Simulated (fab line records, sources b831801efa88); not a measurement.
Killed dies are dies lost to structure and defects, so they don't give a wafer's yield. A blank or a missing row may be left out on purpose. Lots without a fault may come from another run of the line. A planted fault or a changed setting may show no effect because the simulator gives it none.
Chamber matching | flow sky130 | SKY_POLY_CUT_ETCH_10 on rie_diel-01: 4 sister chambers
The step etches BARC in N2/H2, stops on SiO2, time 45.9 s, target depth 60 nm. 16 wafers are shown with their chamber, then 8 later ones without.

WAFERS WITH THEIR CHAMBER
wafer  | chamber | drypump_motor_current_A (A) | throttle_valve_pct (%) | oes_product_au (a.u.)
L077.1 | 2       | 6.2                         | 13.215                 | 0.853
L077.2 | 0       | 5.4                         | 13.225                 | 0.865
L077.3 | 3       | 5.0                         | 13.235                 | 0.849
L081.2 | 3       | 5.0                         | 13.226                 | 0.851
L081.5 | 3       | 5.0                         | 13.223                 | 0.858
L081.6 | 2       | 6.2                         | 13.240                 | 0.851
L082.3 | 2       | 6.2                         | 13.227                 | 0.854
L082.5 | 0       | 5.4                         | 13.234                 | 0.854
L082.6 | 1       | 5.3                         | 13.223                 | 0.856
L083.2 | 3       | 4.9                         | 13.209                 | 0.869
L083.5 | 0       | 5.4                         | 13.228                 | 0.853
L083.6 | 3       | 5.0                         | 13.210                 | 0.854
L089.2 | 0       | 5.4                         | 13.220                 | 0.854
L089.3 | 1       | 5.3                         | 13.220                 | 0.861
L089.6 | 0       | 5.4                         | 13.226                 | 0.860
L090.1 | 1       | 5.3                         | 13.206                 | 0.857

SIGNATURES (means of the wafers above)
reading                 | chamber 0 | chamber 1 | chamber 2 | chamber 3 | scatter within a chamber
drypump_motor_current_A | 5.400     | 5.300     | 6.200     | 4.980     | 0.0258
throttle_valve_pct      | 13.22660  | 13.21633  | 13.22733  | 13.22060  | 0.00944
oes_product_au          | 0.85720   | 0.85800   | 0.85267   | 0.85620   | 0.0056
Rule: a wafer's distance from a chamber is the root of the sum, over the readings, of the square of ((its reading less the chamber's mean) divided by the reading's scatter). The wafer belongs to the nearest chamber; if the next one is less than 2 further off, it can't be placed. The scatter: the root of (the sum of the squares of (reading less its chamber's mean) over the shown wafers, divided by (wafers less chambers)).

WAFERS WITHOUT THEIR CHAMBER
wafer  | drypump_motor_current_A (A) | throttle_valve_pct (%) | oes_product_au (a.u.)
L090.5 | 4.9                         | 13.220                 | 0.851
L090.6 | 6.2                         | 13.216                 | 0.852
L093.1 | 5.5                         | 13.230                 | 0.853
L093.5 | 4.9                         | 13.221                 | 0.855
L093.6 | 5.4                         | 13.215                 | 0.853
L094.3 | 5.4                         | 13.227                 | 0.855
L094.5 | 5.4                         | 13.212                 | 0.858
L094.6 | 5.3                         | 13.225                 | 0.850

WHICH CHAMBER EACH WENT THROUGH
wafer  | from the rows above | in truth
L090.5 | 3                   | 3
L090.6 | 2                   | 2
L093.1 | 0                   | 0
L093.5 | 3                   | 3
L093.6 | 0                   | 0
L094.3 | 0                   | 0
L094.5 | 0                   | 0
L094.6 | 1                   | 1
Placed correctly: 8 of 8. Can't be placed from these rows: 0. Placed wrongly: 0.
